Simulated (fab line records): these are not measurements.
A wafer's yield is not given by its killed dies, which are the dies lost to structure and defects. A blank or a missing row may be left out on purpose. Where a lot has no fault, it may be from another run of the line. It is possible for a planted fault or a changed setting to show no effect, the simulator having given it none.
Struck lot and sound lot, side by side + flow sky130 + 43 out of 708 route steps
Sound: the wafers L579.4, L579.5, L579.6. Wafers L590.3, L590.4, L590.6 were the ones struck. The cause is given at the end.
Order at every step that has rows: each side's tool, ch and its chambers, its first start. Under that, the readings that differ: sound wafers + struck wafers + difference of the means + sigmas: that difference in standard deviations of wafers without a fault.
alike: same words and numbers on both sides, and readings whose means sit less than 2 such deviations apart. not compared: any withheld reading, any reading some wafer has no value for, any bound like >300 that may hide the same value, and any number with overlapping values for which the record gives no deviation.
The two part at a step that has a row with sigmas, a row that says differs or no value, or rows on one side only. Numbers that don't overlap but have no deviation are shown without sigmas and don't part them. Lack of a reading on every wafer of one side parts them only where that side has two or more wafers.

first, 7 steps without rows for these wafers: SKY_VIA3_ETCH_15 (etches SiO2 in C4F8/O2/Ar, stops on TiN, target depth 507 nm, time 78 s); SKY_VIA3_STRIP_16 (strips in O2/N2); SKY_VIA3_STRIP_17 (strips in post etch residue remover, time 1200 s); SKY_VIA3_CLEAN_18 (cleans in IPA, time 180 s); SKY_VIA3_CLEAN_19 (cleans in O3/DIW); SKY_VIA3_SPUTTER_20 (material TiN, target thk 20 nm, time 80 s); SKY_VIA3_CVD_21 (deposits W, target thk 390 nm, time 117.31 s).
SKY_VIA3_RS_MEAS_22: a four-point-probe measurement.
  sound: film-metro-03 at day 39 23:08; struck: film-metro-03 at day 43 16:49
| reading            | sound             | struck            | difference | sigmas |
|--------------------|-------------------|-------------------|------------|--------|
| VIA3_W_RS (ohm/sq) | 0.293 0.293 0.291 | 0.302 0.301 0.301 | +0.009     | +3     |
SKY_VIA3_THK_MEAS_23: measures by xrf.
  sound: film-metro-03 at day 39 23:14; struck: film-metro-03 at day 43 16:55
  alike: VIA3_W_THK
SKY_VIA3_CMP_24: polishes, stops on SiO2, t overpolish 20 s, target thk 0 nm.
  sound on cmp-01 ch 2,3, day 39 23:19; struck on cmp-01 ch 0,2, day 43 16:58
  alike: motor-current-A, overpolish-run-s, retaining-ring-pressure-frac, slurry-flow-ml-min, time-to-endpoint-s
then, 2 steps without rows for these wafers: SKY_METAL4_SPUTTER_00 (material Ti, target thk 15 nm, time 10 s); SKY_METAL4_SPUTTER_01 (material TiN, target thk 20 nm, time 16.7 s).
SKY_METAL4_SPUTTER_02: material AlCu, target thk 735 nm, time 39.1 s.
  sound: pvd-sputter-02 at day 39 23:36; struck: pvd-sputter-02 at day 43 17:18
  alike: cathode-dc-power-W, throttle-valve-pct
SKY_METAL4_SPUTTER_03: material Ti, target thk 5 nm, time 3.3 s.
  sound: pvd-sputter-02 at day 39 23:38; struck: pvd-sputter-02 at day 43 17:20
  alike: cathode-dc-power-W, throttle-valve-pct
SKY_METAL4_SPUTTER_04: material TiN, target thk 70 nm, time 58.3 s.
  sound: pvd-sputter-02 at day 39 23:40; struck: pvd-sputter-02 at day 43 17:22
  alike: cathode-dc-power-W, throttle-valve-pct
then, 1 step without rows for these wafers: SKY_CAP2M_CVD_00 (deposits SiO2, target thk 15.5 nm).
SKY_CAP2M_THK_MEAS_01:
  sound: film-metro-01 at day 39 23:46; struck: film-metro-01 at day 43 17:27
  alike: CAP2M_CVD_00_THK
then, 1 step without rows for these wafers: SKY_CAP2M_SPUTTER_02 (material TiN, target thk 200 nm, time 166.7 s).
SKY_CAP2M_RS_MEAS_03: a four-point-probe measurement.
  sound: film-metro-01 at day 39 23:58; struck: film-metro-03 at day 43 17:38
  alike: CAP2M_TIN_RS
SKY_CAP2M_THK_MEAS_04: measures by xrf.
  sound: film-metro-01 at day 40 00:03; struck: film-metro-03 at day 43 17:44
  alike: CAP2M_TIN_THK
then, 7 steps without rows for these wafers: SKY_CAP2M_DEHYDRATE_05 (time 60 s); SKY_CAP2M_HMDS_06 (prime time 60 s); SKY_CAP2M_COAT_07 (resist thk 1126 nm); SKY_CAP2M_SOFTBAKE_08 (time 60 s); SKY_CAP2M_EXPOSE_09 (exposes mask CAP2M, target cd 1000 nm); SKY_CAP2M_PEB_10; SKY_CAP2M_DEVELOP_11 (develop time 58.75 s).
SKY_CAP2M_OVL_MEAS_12:
  sound: overlay-02 at day 40 23:04; struck: overlay-01 at day 44 15:09
  alike: CAP2M_OVL
SKY_CAP2M_METAL_ETCH_13: etches TiN in Cl2/BCl3, stops on SiO2, target depth 220 nm, time 62.9 s.
  sound on rie-metal-02 ch 0,1, day 40 23:06; struck on rie-metal-02 ch 0,1, day 44 15:12
  alike: bias-w, drypump-motor-current-A, oes-product-au, throttle-valve-pct
  not compared: rf-hours-counter-h
SKY_CAP2M_STRIP_14: strips in O2/N2.
  sound on plasma-asher-02 ch 0,1, day 40 23:11; struck on plasma-asher-04 ch 0,1, day 44 15:17
  alike: drypump-motor-current-A, oes-product-au, strip-time-to-endpoint-s
  not compared: rf-hours-counter-h
then, 11 steps without rows for these wafers: SKY_CAP2M_STRIP_15 (strips in post etch residue remover, time 1200 s); SKY_CAP2M_CLEAN_16 (cleans in IPA, time 180 s); SKY_CAP2M_CLEAN_17 (cleans in O3/DIW); SKY_METAL4_DEHYDRATE_05 (time 60 s); SKY_METAL4_HMDS_06 (prime time 60 s); SKY_METAL4_COAT_07 (resist thk 60 nm); SKY_METAL4_COAT_08 (resist thk 1140 nm); SKY_METAL4_SOFTBAKE_09 (time 90 s); SKY_METAL4_EXPOSE_10 (exposes mask MM4, target cd 300 nm); SKY_METAL4_PEB_11; SKY_METAL4_DEVELOP_12 (develop time 60 s).
SKY_METAL4_CD_MEAS_13: the cd target is 300 nm.
  sound: cd-sem-01 at day 42 00:00; struck: cd-sem-01 at day 45 13:55
  alike: cd-nm
-- the record jumps here: 4 days lie between the struck wafers' starts before and after (it left off in module METAL4 and takes up again in module PAD_OPEN, whose first step shown is number 708 of the route) --
SKY_PAD_OPEN_PROBE_99:
  sound: prober-01 at day 45 23:17; struck: prober-02 at day 49 02:29
  no value came back on the struck wafers for model.etest.tester.sort-n-pass, model.etest.tester.sort-yield-pct (%), model.etest.tester.sort_bin_5_pct (%), model.etest.tester.sort_bin_3_pct (%); on the sound wafers model.etest.tester.sort-n-pass reads 409 413 407
| reading         | sound    | struck      | difference | sigmas |
|-----------------|----------|-------------|------------|--------|
| killed_at_M4_up | 1 2 2    | 33 55 58    | +47        | +25    |
| killed-dies     | 83 79 85 | 103 126 139 | +40        | +4     |
  alike: killed_at_M0_to_M3, killed-at-contacts, killed-at-front-end, killed-at-other, killed-open, killed-short

WHERE THEY PART
Earliest at SKY_VIA3_RS_MEAS_22; latest, in this record, at SKY_PAD_OPEN_PROBE_99.

WHY: what had been put in by the simulator
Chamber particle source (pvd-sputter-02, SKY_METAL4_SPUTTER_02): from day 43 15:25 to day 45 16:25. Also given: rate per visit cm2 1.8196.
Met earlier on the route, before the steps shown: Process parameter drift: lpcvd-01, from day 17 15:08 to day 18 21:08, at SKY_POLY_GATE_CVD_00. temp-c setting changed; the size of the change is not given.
